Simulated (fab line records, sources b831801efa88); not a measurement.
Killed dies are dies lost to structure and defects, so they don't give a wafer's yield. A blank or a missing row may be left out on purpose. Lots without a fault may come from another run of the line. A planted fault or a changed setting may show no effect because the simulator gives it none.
A struck lot beside a sound one | flow sky130 | 17 steps out of a route of 708
Sound: wafers L102.2, L102.4, L102.6. Struck: wafers L105.3, L105.4, L105.6. The cause comes at the end.
At each step with rows: each side's tool, then ch and its chambers, then its first start. Under that, the readings that differ: sound wafers | struck wafers | difference of the means | sigmas: that difference in standard deviations of wafers without a fault.
alike: readings whose means differ by less than 2 such deviations, and words and numbers that are the same on both sides. not compared: withheld readings, readings that some wafer has no value for, bounds like >300 that may hide the same value, and numbers for which the record gives no deviation and whose values overlap.
The two part at a step that has a row with sigmas, a row that says differs or no value, or rows on one side only. Numbers that don't overlap but have no deviation are shown without sigmas and don't part them. A reading that every wafer of one side lacks parts them only if that side has two wafers or more.

SKY_VT_ADJUST_LVTN_OVL_MEAS_07:
  sound on overlay-01, day 7 01:43; struck on overlay-01, day 7 19:49
  alike: VT_ADJUST_LVTN_OVL
then, 1 step without rows for these wafers: SKY_VT_ADJUST_LVTN_IMPLANT_08.
SKY_VT_ADJUST_LVTN_STRIP_09: strips in O2/N2.
  sound on plasma_asher-03 ch 0,1, day 7 01:53; struck on plasma_asher-01 ch 0,1, day 7 20:02
  reading                     | sound       | struck      | difference | sigmas
  drypump_motor_current_A (A) | 6.2 5.9 6.2 | 5.3 5.4 5.4 | -0.7       | -2
  alike: oes_product_au, strip_time_to_endpoint_s
  not compared: rf_hours_counter_h
SKY_VT_ADJUST_LVTN_TW_MEAS_10:
  sound on film_metro-03, day 7 02:00; struck on film_metro-01, day 7 20:07
  alike: VT_ADJUST_LVTN_TW
then, 7 steps without rows for these wafers: SKY_VT_ADJUST_LVTN_DEHYDRATE_11 (time 60 s); SKY_VT_ADJUST_LVTN_HMDS_12 (prime time 60 s); SKY_VT_ADJUST_LVTN_COAT_13 (resist thk 1140 nm); SKY_VT_ADJUST_LVTN_SOFTBAKE_14 (time 60 s); SKY_VT_ADJUST_LVTN_EXPOSE_15 (exposes mask HVN STD DERIVED, target cd 600 nm); SKY_VT_ADJUST_LVTN_PEB_16; SKY_VT_ADJUST_LVTN_DEVELOP_17 (develop time 60 s).
SKY_VT_ADJUST_LVTN_OVL_MEAS_18:
  sound on overlay-01, day 7 21:52; struck on overlay-02, day 8 16:38
  alike: VT_ADJUST_LVTN_01_OVL
SKY_VT_ADJUST_LVTN_IMPLANT_19:
  sound on implanter-01 ch 0, day 7 21:55; struck on implanter-03 ch 0, day 8 17:02
SKY_VT_ADJUST_LVTN_STRIP_20: strips in O2/N2.
  sound on plasma_asher-03 ch 0,1, day 7 22:02; struck on plasma_asher-01 ch 0,1, day 8 17:10
  alike: drypump_motor_current_A, oes_product_au, strip_time_to_endpoint_s
  not compared: rf_hours_counter_h
SKY_VT_ADJUST_LVTN_TW_MEAS_21:
  sound on film_metro-03, day 7 22:09; struck on film_metro-03, day 8 17:15
  reading             | sound             | struck            | difference | sigmas
  VT_ADJUST_LVTN_2_TW | 188.5 188.6 188.6 | 233.2 232.2 232.0 | +43.9      | +56
then, 1 step without rows for these wafers: SKY_VT_ADJUST_NCORE_DEHYDRATE_00 (time 60 s).
-- the record jumps here: 38 days lie between the struck wafers' starts before and after (it left off in module VT_ADJUST_NCORE and takes up again in module PAD_OPEN, whose first step shown is number 708 of the route) --
SKY_PAD_OPEN_PROBE_99:
  sound on prober-02, day 45 14:17; struck on prober-01, day 46 11:05
  reading                                    | sound                         | struck                        | difference | sigmas
  model.etest.pfet_16v.r_on_ohm_um           | 1.539e+04 1.554e+04 1.588e+04 | 1.526e+04 1.478e+04 1.471e+04 | -6.867e+02 |
  model.etest.res_pwell_under_gate.rs_ohm_sq | 2310 2290 2288                | 2157 2159 2173                | -133       |
  model.etest.nfet_g5v0d10v5.r_on_ohm_um     | 1928 1955 1943                | 1911 1886 1881                | -49        |
  model.etest.tip_n_5v.rs_ohm_sq             | 1378 1380 1383                | 1436 1432 1436                | +54        |
  model.etest.nfet_g5v0d10v5.drive_ua_um     | 585.5 585.5 587               | 591.9 601.7 600.6             | +12.1      |
  model.etest.pfet_16v.drive_ua_um           | 236.3 232.8 232.8             | 253.2 258.5 258               | +22.6      |
  alike: killed_at_M0_to_M3, killed_at_M4_up, killed_at_contacts, killed_at_front_end, killed_at_other, killed_dies, killed_open, killed_short
  not compared: model.etest.nfet_16v.drive_ua_um, model.etest.ring_5v.delay_ps

WHERE THEY PART
First at SKY_VT_ADJUST_LVTN_STRIP_09; last, within this record, at SKY_VT_ADJUST_LVTN_TW_MEAS_21. Later steps at which nothing parts them and some readings are alike: SKY_PAD_OPEN_PROBE_99.

WHY: what the simulator had put in
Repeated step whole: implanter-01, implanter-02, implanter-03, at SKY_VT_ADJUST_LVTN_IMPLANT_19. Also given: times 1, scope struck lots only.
